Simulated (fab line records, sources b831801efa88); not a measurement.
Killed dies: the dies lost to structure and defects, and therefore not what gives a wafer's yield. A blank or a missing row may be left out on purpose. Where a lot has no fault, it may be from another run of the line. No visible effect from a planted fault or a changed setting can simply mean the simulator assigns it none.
fab line records	flow sky130
record lots=13	wafers=39	last_day=50
route steps=708 shown CONTACT@421 METAL1@438 PAD_OPEN@708
lots with no fault: from the same line, run without faults
start_h: hours from the record's opening day to when the first of the lot's shown wafers began	wait_h: hours elapsed since this lot's preceding step	" same as the row above	L1.1+2: a row that stands for several wafers	- no value, or no start given	* or withheld: withheld	< > ~ a bound
route shown NAME@n: a module of which the file shows steps, and the number in the route of the first	usual: mean/standard deviation of fault-free wafers	same: alike in all rows	chamber/n: place in a boat	sites: readings site by site	_std_site: standard deviation of those values	_edge_site: outer sites' mean less inner sites'	radius_mm: for every site, how far away it sits from the centre of the wafer	mask NAME#n: copy n	behind: tool/chamber where the wafer was last shaped	hold: reason for holding the lot/hours on hold/outcome of the hold	device: transistor that didn't switch, given as n, p or np	end of line: at the end of the route, the tests of the same wafers	a step with no rows: only its recipe	killed: at the first sort, the dies lost to defects and structure; wafer yield is something else	map: dies across one wafer; x = killed, . = not, _ = none there
set.NAME: the setting that was run; set.NAME@STEP: the one run at that earlier step	model.NAME: the simulator's own value behind a step, which no gauge read
the route's steps for a sample of lots (tables are steps, rows are wafers)
services: when a tool's chamber went out of use (start_h, in hours from the record's first day, below 0 if earlier), for how many hours, and the reason
## steps
# step SKY_CONTACT_OVL_MEAS_15
# usual CONTACT_OVL=0/5.6
lot.wafer	tool	chamber	start_h	wait_h	CONTACT_OVL[nm]
L551.1	overlay-02	-	727.95	0.1	3
L551.2	"	-	"	"	-8
L551.6	"	-	"	"	-7
L554.2	overlay-02	-	757.75	0.1	2
L554.3	"	-	"	"	-3
L554.6	"	-	"	"	3
L555.1	overlay-02	-	771.75	0.1	2
L555.3	"	-	"	"	4
L555.4	"	-	"	"	3
L557.3	overlay-01	-	777.36	0.1	5
L557.4	"	-	"	"	-3
L557.6	"	-	"	"	-2
L556.3	overlay-02	-	780.56	0.1	2
L556.4	"	-	"	"	4
L556.6	"	-	"	"	5
L558.3	overlay-01	-	789.31	0.1	6
L558.5	"	-	"	"	-1
L558.6	"	-	"	"	-3
L559.1	overlay-02	-	802.77	0.1	7
L559.3	"	-	"	"	1
L559.4	"	-	"	"	3
L560.2	overlay-01	-	811.60	0.1	-5
L560.4	"	-	"	"	-4
L560.5	"	-	"	"	-4
L568.2	overlay-02	-	862.30	0.1	-5
L568.5	"	-	"	"	-4
L568.6	"	-	"	"	-10
L571.2	overlay-01	-	887.95	0.1	-5
L571.3	"	-	"	"	11
L571.5	"	-	"	"	-1
L572.4	overlay-01	-	890.07	0.1	8
L572.5	"	-	"	"	14
L572.6	"	-	"	"	4
L573.2	overlay-02	-	899.00	0.1	-8
L573.4	"	-	"	"	-2
L573.6	"	-	"	"	1
L574.2	overlay-02	-	904.10	0.1	-7
L574.4	"	-	"	"	-15
L574.5	"	-	"	"	-11
# step SKY_CONTACT_CVD_24
# recipe material=W	target_thk_nm=340	time_s=102.12	temp_c=400	pressure_torr=40
# usual heater_power_w=877/28	susceptor_temp_C=400.02/0.22
lot.wafer	tool	chamber	start_h	wait_h	heater_power_w	susceptor_temp_C
L551.1	cvd_w-01	0	728.86	0.0	866	399.84
L551.2	"	1	"	"	860	399.78
L551.6	"	0	"	"	834	400.08
L554.2	cvd_w-01	1	759.01	0.0	876	400.13
L554.3	"	1	"	"	857	400.06
L554.6	"	0	"	"	862	400.33
L555.1	cvd_w-02	0	772.57	0.0	961	400.20
L555.3	"	0	"	"	945	399.92
L555.4	"	1	"	"	864	399.95
L557.3	cvd_w-01	0	778.24	0.1	860	400.05
L557.4	"	1	"	"	859	399.95
L557.6	"	0	"	"	845	399.87
L556.3	cvd_w-01	0	781.41	0.1	845	399.43
L556.4	"	1	"	"	871	399.80
L556.6	"	0	"	"	857	399.75
L558.3	cvd_w-02	1	790.19	0.1	869	400.30
L558.5	"	0	"	"	932	400.49
L558.6	"	1	"	"	884	400.56
L559.1	cvd_w-01	0	803.59	0.0	862	399.91
L559.3	"	0	"	"	862	399.92
L559.4	"	1	"	"	865	400.17
L560.2	cvd_w-01	0	812.42	0.0	838	399.99
L560.4	"	0	"	"	854	400.13
L560.5	"	1	"	"	872	399.47
L568.2	cvd_w-01	0	863.13	0.0	840	400.31
L568.5	"	0	"	"	874	400.06
L568.6	"	1	"	"	859	400.20
L571.2	cvd_w-01	0	888.80	0.0	864	400.06
L571.3	"	1	"	"	878	400.06
L571.5	"	1	"	"	866	399.62
L572.4	cvd_w-02	0	890.93	0.1	924	400.19
L572.5	"	0	"	"	948	400.27
L572.6	"	1	"	"	873	400.12
L573.2	cvd_w-02	1	899.81	0.0	901	400.36
L573.4	"	1	"	"	872	399.73
L573.6	"	0	"	"	915	400.12
L574.2	cvd_w-01	0	904.92	0.0	865	400.32
L574.4	"	0	"	"	844	399.82
L574.5	"	0	"	"	866	400.10
# step SKY_METAL1_SPUTTER_04
# recipe material=TiN	target_thk_nm=70	power_w=6500	time_s=58.3	chamber_pressure_pa=0.4
# usual chamber_pressure_pa=0.3999/0.00078	throttle_valve_pct=30.1/0.94
lot.wafer	tool	chamber	start_h	wait_h	chamber_pressure_pa	throttle_valve_pct
L551.1	pvd_sputter-04	-	729.55	0.0	0.4016	29.2
L551.2	"	-	"	"	0.3995	29.0
L551.6	"	-	"	"	0.4002	29.6
L554.2	pvd_sputter-01	-	759.69	0.0	0.4004	30.3
L554.3	"	-	"	"	0.3988	31.0
L554.6	"	-	"	"	0.3977	30.8
L555.1	pvd_sputter-04	-	773.25	0.0	0.4015	29.4
L555.3	"	-	"	"	0.4003	29.7
L555.4	"	-	"	"	0.3992	31.6
L557.3	pvd_sputter-01	-	778.88	0.0	0.3997	31.3
L557.4	"	-	"	"	0.3992	31.2
L557.6	"	-	"	"	0.3999	31.3
L556.3	pvd_sputter-04	-	782.06	0.0	0.3996	29.1
L556.4	"	-	"	"	0.4000	31.4
L556.6	"	-	"	"	0.3994	29.1
L558.3	pvd_sputter-01	-	790.83	0.0	0.3989	30.5
L558.5	"	-	"	"	0.3994	29.3
L558.6	"	-	"	"	0.3996	31.0
L559.1	pvd_sputter-04	-	804.27	0.0	0.4469	27.6
L559.3	"	-	"	"	0.4478	28.1
L559.4	"	-	"	"	0.4482	27.5
L560.2	pvd_sputter-04	-	813.10	0.0	0.4470	27.6
L560.4	"	-	"	"	0.4468	29.8
L560.5	"	-	"	"	0.4461	27.4
L568.2	pvd_sputter-01	-	863.81	0.0	0.3997	30.8
L568.5	"	-	"	"	0.4006	31.1
L568.6	"	-	"	"	0.4001	31.3
L571.2	pvd_sputter-04	-	889.63	0.0	0.3991	28.6
L571.3	"	-	"	"	0.4004	31.4
L571.5	"	-	"	"	0.4011	29.7
L572.4	pvd_sputter-01	-	892.21	0.0	0.3998	31.6
L572.5	"	-	"	"	0.3996	29.7
L572.6	"	-	"	"	0.4000	30.9
L573.2	pvd_sputter-04	-	900.49	0.0	0.3998	29.1
L573.4	"	-	"	"	0.4004	29.3
L573.6	"	-	"	"	0.3999	28.9
L574.2	pvd_sputter-02	-	905.60	0.0	0.3996	30.2
L574.4	"	-	"	"	0.3996	31.0
L574.5	"	-	"	"	0.4008	28.2
# step SKY_METAL1_THK_MEAS_06
# recipe thk_meas_gauge=xrf	reads=AlCu_of_METAL1_SPUTTER_02
# usual METAL1_ALCU_THK=253.3/2.8
lot.wafer	tool	chamber	start_h	wait_h	METAL1_ALCU_THK[nm]
L551.1	film_metro-04	-	729.72	0.1	249.3
L551.2	"	-	"	"	253.2
L551.6	"	-	"	"	249.4
L554.2	film_metro-04	-	759.87	0.1	255.4
L554.3	"	-	"	"	252.9
L554.6	"	-	"	"	255.8
L555.1	film_metro-01	-	773.42	0.1	250.2
L555.3	"	-	"	"	248.9
L555.4	"	-	"	"	251.8
L557.3	film_metro-02	-	779.07	0.1	251.0
L557.4	"	-	"	"	249.3
L557.6	"	-	"	"	247.9
L556.3	film_metro-02	-	782.25	0.1	257.7
L556.4	"	-	"	"	255.9
L556.6	"	-	"	"	255.7
L558.3	film_metro-04	-	791.02	0.1	255.2
L558.5	"	-	"	"	256.5
L558.6	"	-	"	"	254.9
L559.1	film_metro-01	-	804.44	0.1	250.8
L559.3	"	-	"	"	252.2
L559.4	"	-	"	"	253.2
L560.2	film_metro-01	-	813.28	0.1	250.5
L560.4	"	-	"	"	251.2
L560.5	"	-	"	"	248.2
L568.2	film_metro-01	-	863.99	0.1	252.0
L568.5	"	-	"	"	254.9
L568.6	"	-	"	"	254.5
L571.2	film_metro-01	-	889.80	0.1	255.9
L571.3	"	-	"	"	256.6
L571.5	"	-	"	"	258.8
L572.4	film_metro-04	-	892.41	0.1	253.6
L572.5	"	-	"	"	255.2
L572.6	"	-	"	"	254.6
L573.2	film_metro-01	-	900.67	0.1	257.8
L573.4	"	-	"	"	253.1
L573.6	"	-	"	"	259.7
L574.2	film_metro-02	-	905.78	0.1	251.4
L574.4	"	-	"	"	252.9
L574.5	"	-	"	"	249.8
# step SKY_PAD_OPEN_PROBE_99
# usual defect_limited_yield=82.4/2.2	killed_at_M0_to_M3=44/7.7	killed_at_M4_up=3.2/1.7	killed_at_contacts=24/5.3	killed_at_front_end=15/4.3	killed_at_other=0.3/0.57	killed_dies=87/11	killed_open=47/7.4	killed_short=40/6.5	sort_bin_3_pad_short=0.8/0.4	sort_bin_5_function=10.5/1.6	sort_bin_6_memory=6.3/1.2	sort_n_pass=405/11	sort_yield_pct=82.4/2.2
# same gross_dies=492	killed_at_back_side=0	sort_bin_4_leakage[%]=0	sort_bin_8_speed[%]=0
lot.wafer	tool	chamber	start_h	wait_h	defect_limited_yield[%]	killed_at_M0_to_M3	killed_at_M4_up	killed_at_contacts	killed_at_front_end	killed_at_other	killed_dies	killed_open	killed_short	sort_bin_3_pad_short[%]	sort_bin_5_function[%]	sort_bin_6_memory[%]	sort_n_pass	sort_yield_pct[%]
L551.1	prober-02	-	1068.65	0.1	82.5	51	2	27	5	1	86	48	38	0.6	10.6	6.3	406	82.5
L551.2	prober-02	-	1068.70	0.1	81.9	41	4	33	11	0	89	52	37	0.6	10.4	7.1	403	81.9
L551.6	prober-02	-	1068.90	0.2	81.9	51	5	22	11	0	89	48	41	0.6	10.0	7.5	403	81.9
L554.2	prober-01	-	1091.25	0.1	84.6	39	1	29	6	1	76	41	35	0.2	7.9	7.3	416	84.6
L554.3	prober-01	-	1091.30	0.2	81.1	39	4	29	20	1	93	45	48	1.0	11.6	6.3	399	81.1
L554.6	prober-01	-	1091.45	0.2	78.3	58	6	25	18	0	107	57	50	1.2	14.2	6.3	385	78.3
L555.1	prober-02	-	1102.60	0.1	81.1	51	7	22	12	1	93	52	41	1.4	11.2	6.3	399	81.1
L555.3	prober-02	-	1102.70	0.2	80.1	47	5	25	20	1	98	60	38	0.8	10.8	8.3	394	80.1
L555.4	prober-02	-	1102.75	0.2	83.5	38	4	25	14	0	81	48	33	0.6	10.8	5.1	411	83.5
L557.3	prober-01	-	1107.59	0.2	79.9	45	0	36	18	0	99	51	48	2.0	9.3	8.7	393	79.9
L557.4	prober-01	-	1107.64	0.2	86.0	32	1	23	13	0	69	32	37	1.0	7.3	5.7	423	86.0
L557.6	prober-01	-	1107.74	0.2	82.9	57	3	17	7	0	84	46	38	0.8	8.9	7.3	408	82.9
L556.3	prober-02	-	1111.35	0.2	85.0	38	3	18	15	0	74	42	32	0.8	9.6	4.7	418	85.0
L556.4	prober-02	-	1111.40	0.2	82.7	39	5	28	13	0	85	40	45	0.2	11.2	5.9	407	82.7
L556.6	prober-02	-	1111.50	0.2	82.7	35	4	25	21	0	85	46	39	0.4	10.0	6.9	407	82.7
L558.3	prober-01	-	1117.47	0.2	78.9	48	2	34	20	0	104	52	52	1.8	13.0	6.3	388	78.9
L558.5	prober-01	-	1117.57	0.2	82.9	43	2	22	16	1	84	49	35	0.4	9.1	7.5	408	82.9
L558.6	prober-01	-	1117.62	0.2	80.7	47	4	25	19	0	95	54	41	0.6	12.0	6.7	397	80.7
L559.1	prober-02	-	1123.20	0.1	84.8	45	2	18	10	0	75	46	29	0.2	9.6	5.5	417	84.8
L559.3	prober-02	-	1123.30	0.2	83.7	44	3	22	11	0	80	50	30	0.6	9.8	5.9	412	83.7
L559.4	prober-02	-	1123.35	0.2	82.5	37	3	29	17	0	86	45	41	0.8	9.6	7.1	406	82.5
L560.2	prober-01	-	1133.65	0.1	84.6	38	4	17	17	0	76	41	35	1.0	9.3	5.1	416	84.6
L560.4	prober-01	-	1133.75	0.2	79.9	50	6	23	20	0	99	53	46	1.2	11.2	7.7	393	79.9
L560.5	prober-01	-	1133.80	0.2	84.1	43	2	24	9	0	78	48	29	0.2	10.4	5.3	414	84.1
L568.2	prober-01	-	1169.60	0.1	78.5	47	5	33	20	1	106	57	49	1.4	12.6	7.5	386	78.5
L568.5	prober-01	-	1169.75	0.2	80.3	48	3	26	20	0	97	59	37	0.6	11.2	7.9	395	80.3
L568.6	prober-01	-	1169.80	0.2	83.9	39	2	20	18	0	79	46	33	0.8	9.6	5.7	413	83.9
L571.2	prober-02	-	1187.59	0.1	84.1	38	3	16	21	0	78	33	45	1.0	8.9	5.9	414	84.1
L571.3	prober-02	-	1187.64	0.2	82.5	49	0	16	21	0	86	40	46	1.2	10.2	6.1	406	82.5
L571.5	prober-02	-	1187.74	0.2	82.7	36	3	31	15	0	85	49	36	0.4	10.2	6.7	407	82.7
L572.4	prober-01	-	1188.12	0.2	81.3	62	1	18	11	0	92	55	35	0.8	9.3	8.5	400	81.3
L572.5	prober-01	-	1188.17	0.2	82.7	41	1	30	13	0	85	44	40	1.6	8.9	6.7	407	82.7
L572.6	prober-01	-	1188.22	0.2	82.5	47	2	27	9	1	86	44	42	0.6	10.4	6.5	406	82.5
L573.2	prober-02	-	1191.15	0.1	78.7	66	3	24	12	0	105	62	43	1.8	13.6	5.9	387	78.7
L573.4	prober-02	-	1191.25	0.2	77.6	50	5	36	19	0	110	65	45	0.4	14.0	7.9	382	77.6
L573.6	prober-02	-	1191.35	0.2	76.6	57	2	31	24	1	115	67	48	1.6	13.4	8.3	377	76.6
L574.2	prober-01	-	1194.19	0.1	84.1	38	4	24	12	0	78	41	37	0.6	9.8	5.5	414	84.1
L574.4	prober-01	-	1194.29	0.2	86.4	36	3	13	15	0	67	41	26	0.8	9.1	3.7	425	86.4
L574.5	prober-01	-	1194.34	0.2	82.9	41	3	18	22	0	84	49	35	0.8	11.6	4.7	408	82.9
# killed by level:class
L551.1 VIA1:geometric_particle:open=12 CONTACT:geometric_particle:open=9 LI_CONTACT:geometric_particle:open=7 VIA1:geometric_particle:short=7 METAL2:geometric_particle:short=7 VIA2:geometric_particle:short=6 LOCAL_INTERCONNECT:geometric_particle:short=5 VIA2:geometric_particle:open=5
L551.2 CONTACT:geometric_particle:open=15 VIA1:geometric_particle:open=9 LI_CONTACT:geometric_particle:open=7 METAL1:geometric_particle:short=6 VIA2:geometric_particle:open=6 LOCAL_INTERCONNECT:geometric_particle:short=5 VIA1:geometric_particle:short=5 FIELD_ISO:geometric_particle:short=4
L551.6 VIA1:geometric_particle:open=12 CONTACT:geometric_particle:open=8 LI_CONTACT:geometric_particle:open=7 METAL1:geometric_particle:short=7 VIA1:geometric_particle:short=7 VIA2:geometric_particle:short=5 VIA2:geometric_particle:open=5 VIA3:geometric_particle:open=5
L554.2 CONTACT:geometric_particle:open=9 LI_CONTACT:geometric_particle:open=8 VIA1:geometric_particle:open=8 METAL2:geometric_particle:short=7 VIA2:geometric_particle:open=6 CONTACT:geometric_particle:short=5 VIA2:geometric_particle:short=5 LOCAL_INTERCONNECT:geometric_particle:short=4
L554.3 LI_CONTACT:geometric_particle:open=7 CONTACT:geometric_particle:open=7 CONTACT:geometric_particle:short=7 FIELD_ISO:geometric_particle:open=6 VIA1:geometric_particle:short=6 METAL2:geometric_particle:short=6 METAL3:geometric_particle:short=6 FIELD_ISO:geometric_particle:short=5
L554.6 VIA1:geometric_particle:open=12 CONTACT:geometric_particle:open=11 METAL1:geometric_particle:short=9 METAL2:geometric_particle:short=8 VIA2:geometric_particle:open=8 LI_CONTACT:geometric_particle:open=7 VIA1:geometric_particle:short=6 FIELD_ISO:geometric_particle:open=5
L555.1 METAL2:geometric_particle:short=11 VIA1:geometric_particle:open=10 VIA2:geometric_particle:open=10 CONTACT:geometric_particle:open=9 POLY_GATE:geometric_particle:open=7 VIA3:geometric_particle:open=6 METAL4:geometric_particle:short=6 VIA2:geometric_particle:short=5
L555.3 VIA3:geometric_particle:open=11 VIA1:geometric_particle:open=9 VIA2:geometric_particle:open=8 FIELD_ISO:geometric_particle:open=7 CONTACT:geometric_particle:open=7 LI_CONTACT:geometric_particle:open=6 CONTACT:geometric_particle:short=5 METAL1:geometric_particle:short=4
L555.4 CONTACT:geometric_particle:open=9 VIA3:geometric_particle:open=7 VIA2:geometric_particle:open=7 LI_CONTACT:geometric_particle:open=7 CONTACT:geometric_particle:short=7 METAL2:geometric_particle:short=6 VIA1:geometric_particle:open=5 FIELD_ISO:geometric_particle:open=4
L557.3 CONTACT:geometric_particle:open=15 VIA1:geometric_particle:open=11 VIA1:geometric_particle:short=9 CONTACT:geometric_particle:short=8 LOCAL_INTERCONNECT:geometric_particle:short=7 VIA3:geometric_particle:open=6 FIELD_ISO:geometric_particle:short=5 LI_CONTACT:geometric_particle:open=5
L557.4 CONTACT:geometric_particle:open=8 VIA1:geometric_particle:short=7 CONTACT:geometric_particle:short=7 VIA1:geometric_particle:open=7 FIELD_ISO:geometric_particle:open=6 METAL2:geometric_particle:short=6 POLY_GATE:geometric_particle:open=3 SPACER:geometric_particle:short=3
L557.6 VIA1:geometric_particle:open=18 VIA1:geometric_particle:short=9 VIA3:geometric_particle:open=6 CONTACT:geometric_particle:short=5 CONTACT:geometric_particle:open=5 METAL2:geometric_particle:short=5 VIA2:geometric_particle:open=5 METAL2:geometric_particle:open=4
L556.3 VIA1:geometric_particle:open=9 VIA3:geometric_particle:open=8 LI_CONTACT:geometric_particle:open=7 VIA2:geometric_particle:open=7 CONTACT:geometric_particle:open=6 METAL1:geometric_particle:short=4 FIELD_ISO:geometric_particle:short=3 POLY_GATE:geometric_particle:short=3
L556.4 METAL1:geometric_particle:short=11 CONTACT:geometric_particle:open=10 LOCAL_INTERCONNECT:geometric_particle:short=7 VIA2:geometric_particle:open=7 LI_CONTACT:geometric_particle:open=6 POLY_GATE:geometric_particle:open=5 VIA2:geometric_particle:short=5 VIA1:geometric_particle:open=5
L556.6 CONTACT:geometric_particle:open=10 LI_CONTACT:geometric_particle:open=9 VIA3:geometric_particle:open=7 POLY_GATE:geometric_particle:short=6 POLY_GATE:geometric_particle:open=6 METAL1:geometric_particle:short=6 VIA2:geometric_particle:open=4 VIA1:geometric_particle:short=4
L558.3 LI_CONTACT:geometric_particle:open=11 VIA2:geometric_particle:open=10 FIELD_ISO:geometric_particle:open=9 METAL1:geometric_particle:short=9 CONTACT:geometric_particle:short=8 VIA1:geometric_particle:open=7 FIELD_ISO:geometric_particle:short=5 LI_CONTACT:geometric_particle:short=5
L558.5 VIA1:geometric_particle:open=11 CONTACT:geometric_particle:short=9 VIA2:geometric_particle:open=9 LI_CONTACT:geometric_particle:open=5 METAL1:geometric_particle:short=5 VIA3:geometric_particle:open=5 FIELD_ISO:geometric_particle:open=4 POLY_GATE:geometric_particle:short=4
L558.6 CONTACT:geometric_particle:open=12 VIA1:geometric_particle:open=11 FIELD_ISO:geometric_particle:open=7 LI_CONTACT:geometric_particle:open=7 VIA1:geometric_particle:short=6 METAL2:geometric_particle:short=6 VIA2:geometric_particle:open=5 CONTACT:geometric_particle:short=4
L559.1 VIA1:geometric_particle:open=17 CONTACT:geometric_particle:open=7 VIA1:geometric_particle:short=6 LI_CONTACT:geometric_particle:open=5 VIA2:geometric_particle:open=5 CONTACT:geometric_particle:short=4 METAL2:geometric_particle:short=4 FIELD_ISO:geometric_particle:short=3
L559.3 VIA1:geometric_particle:open=16 CONTACT:geometric_particle:open=10 VIA2:geometric_particle:open=8 VIA3:geometric_particle:open=5 VIA1:geometric_particle:short=5 LI_CONTACT:geometric_particle:open=4 CONTACT:geometric_particle:short=4 METAL2:geometric_particle:short=4
L559.4 CONTACT:geometric_particle:open=11 VIA1:geometric_particle:open=11 LI_CONTACT:geometric_particle:open=8 METAL2:geometric_particle:short=8 POLY_GATE:geometric_particle:short=5 FIELD_ISO:geometric_particle:short=4 LI_CONTACT:geometric_particle:short=4 CONTACT:geometric_particle:short=4
L560.2 VIA1:geometric_particle:open=8 VIA3:geometric_particle:open=8 LI_CONTACT:geometric_particle:open=7 CONTACT:geometric_particle:open=6 POLY_GATE:geometric_particle:short=5 FIELD_ISO:geometric_particle:short=4 VIA1:geometric_particle:short=4 VIA2:geometric_particle:open=4
L560.4 VIA1:geometric_particle:open=13 CONTACT:geometric_particle:short=8 METAL2:geometric_particle:short=8 VIA2:geometric_particle:open=8 CONTACT:geometric_particle:open=6 VIA3:geometric_particle:open=6 POLY_GATE:geometric_particle:open=5 LI_CONTACT:geometric_particle:open=5
L560.5 VIA1:geometric_particle:open=13 CONTACT:geometric_particle:open=9 VIA3:geometric_particle:open=8 LI_CONTACT:geometric_particle:open=8 VIA3:geometric_particle:short=4 CONTACT:geometric_particle:short=4 LI_CONTACT:geometric_particle:short=3 METAL1:geometric_particle:short=3
L568.2 VIA1:geometric_particle:open=14 CONTACT:geometric_particle:open=13 LI_CONTACT:geometric_particle:open=9 VIA3:geometric_particle:open=8 CONTACT:geometric_particle:short=7 METAL1:geometric_particle:short=6 VIA1:geometric_particle:short=6 METAL2:geometric_particle:short=6
L568.5 VIA1:geometric_particle:open=15 LI_CONTACT:geometric_particle:open=10 CONTACT:geometric_particle:open=8 VIA2:geometric_particle:open=7 FIELD_ISO:geometric_particle:open=6 METAL1:geometric_particle:short=6 LOCAL_INTERCONNECT:geometric_particle:short=5 METAL2:geometric_particle:short=4
L568.6 VIA1:geometric_particle:open=10 CONTACT:geometric_particle:open=9 FIELD_ISO:geometric_particle:open=8 METAL1:geometric_particle:short=8 FIELD_ISO:geometric_particle:short=6 LI_CONTACT:geometric_particle:open=5 VIA3:geometric_particle:open=5 VIA1:geometric_particle:short=4
L571.2 METAL1:geometric_particle:short=9 FIELD_ISO:geometric_particle:short=8 VIA1:geometric_particle:open=7 VIA3:geometric_particle:open=7 FIELD_ISO:geometric_particle:open=5 POLY_GATE:geometric_particle:short=5 LOCAL_INTERCONNECT:geometric_particle:short=5 METAL2:geometric_particle:short=5
L571.3 VIA1:geometric_particle:open=15 METAL2:geometric_particle:short=10 FIELD_ISO:geometric_particle:short=8 CONTACT:geometric_particle:open=7 VIA2:geometric_particle:short=6 POLY_GATE:geometric_particle:short=4 VIA2:geometric_particle:open=4 VIA3:geometric_particle:short=4
L571.5 VIA1:geometric_particle:open=9 VIA3:geometric_particle:open=8 FIELD_ISO:geometric_particle:open=7 LOCAL_INTERCONNECT:geometric_particle:short=7 CONTACT:geometric_particle:open=7 LI_CONTACT:geometric_particle:open=6 LI_CONTACT:geometric_particle:short=5 CONTACT:geometric_particle:short=4
L572.4 VIA1:geometric_particle:open=13 CONTACT:geometric_particle:open=11 METAL1:geometric_particle:short=11 VIA2:geometric_particle:open=9 VIA1:geometric_particle:short=6 VIA2:geometric_particle:short=5 CONTACT:geometric_particle:short=4 METAL2:geometric_particle:open=4
L572.5 CONTACT:geometric_particle:open=10 LI_CONTACT:geometric_particle:open=8 CONTACT:geometric_particle:short=7 VIA1:geometric_particle:open=6 VIA1:geometric_particle:short=6 VIA2:geometric_particle:short=5 VIA2:geometric_particle:open=5 VIA3:geometric_particle:open=5
L572.6 VIA1:geometric_particle:open=15 LI_CONTACT:geometric_particle:open=9 METAL1:geometric_particle:short=8 CONTACT:geometric_particle:open=7 POLY_GATE:geometric_particle:short=5 VIA2:geometric_particle:short=5 LOCAL_INTERCONNECT:geometric_particle:short=4 METAL2:geometric_particle:short=4
L573.2 VIA1:geometric_particle:open=20 VIA2:geometric_particle:open=10 CONTACT:geometric_particle:open=9 METAL1:geometric_particle:short=7 VIA1:geometric_particle:short=7 LI_CONTACT:geometric_particle:open=6 METAL3:geometric_particle:short=6 METAL2:geometric_particle:short=6
L573.4 VIA1:geometric_particle:open=12 LI_CONTACT:geometric_particle:open=11 CONTACT:geometric_particle:open=9 VIA3:geometric_particle:open=8 LI_CONTACT:geometric_particle:short=6 CONTACT:geometric_particle:short=5 POLY_GATE:geometric_particle:short=5 POLY_GATE:geometric_particle:open=5
L573.6 VIA1:geometric_particle:open=15 LI_CONTACT:geometric_particle:open=13 VIA2:geometric_particle:open=11 METAL2:geometric_particle:short=7 CONTACT:geometric_particle:open=7 FIELD_ISO:geometric_particle:short=6 VIA3:geometric_particle:open=6 POLY_GATE:geometric_particle:short=5
L574.2 METAL2:geometric_particle:short=9 CONTACT:geometric_particle:open=9 LI_CONTACT:geometric_particle:open=7 VIA2:geometric_particle:open=6 METAL1:geometric_particle:short=4 VIA3:geometric_particle:open=4 FIELD_ISO:geometric_particle:short=3 SPACER:geometric_particle:open=3
L574.4 VIA3:geometric_particle:open=9 CONTACT:geometric_particle:open=6 VIA1:geometric_particle:open=6 VIA2:geometric_particle:open=6 FIELD_ISO:geometric_particle:short=4 VIA1:geometric_particle:short=4 FIELD_ISO:geometric_particle:open=3 SPACER:geometric_particle:open=3
L574.5 VIA2:geometric_particle:open=9 FIELD_ISO:geometric_particle:open=6 CONTACT:geometric_particle:open=6 FIELD_ISO:geometric_particle:short=5 POLY_GATE:geometric_particle:short=5 VIA3:geometric_particle:open=5 LI_CONTACT:geometric_particle:open=5 VIA1:geometric_particle:open=5
## services
tool	chamber	start_h	hours	kind
cvd_w-01	0	711.34	8.7	repair
pvd_sputter-01	-	717.10	16.7	repair
cvd_w-01	-	720.14	0.4	repair
pvd_sputter-04	-	733.21	8.5	repair
cvd_w-01	-	750.10	0.7	repair
pvd_sputter-01	-	758.97	0.6	repair
pvd_sputter-01	-	768.21	3.8	repair
pvd_sputter-01	-	795.78	3.4	repair
pvd_sputter-04	-	808.24	1.2	repair
cvd_w-01	-	808.44	0.9	repair
pvd_sputter-04	-	823.10	12.2	repair
cvd_w-02	0	845.29	35.8	repair
cvd_w-02	-	904.00	14.0	pm
cvd_w-02	0	904.00	14.0	vent_cycle
cvd_w-02	1	904.00	14.0	vent_cycle
## key
first_sign step=SKY_METAL1_SPUTTER_04	reading=chamber_pressure_pa	direction=up	sigmas=60	usual=0.3999	struck=0.4471
effect step=SKY_METAL1_SPUTTER_04	reading=throttle_valve_pct	direction=down	sigmas=2.3	usual=30.1	struck=28.0
met_at SKY_METAL1_SPUTTER_04
struck_lots L559,L560
not_acting_at SKY_CONTACT_OVL_MEAS_15,SKY_CONTACT_CVD_24,SKY_METAL1_THK_MEAS_06
onset_between 782.06 804.27
fault kind=process_parameter_drift	tool=pvd_sputter-04	chamber=-	onset_h=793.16	steps=SKY_METAL1_SPUTTER_04	channel=chamber_pressure_pa	offset=0.046777	shape=step	end_h=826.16	acts_in=these_recipes_only	stated=0.4
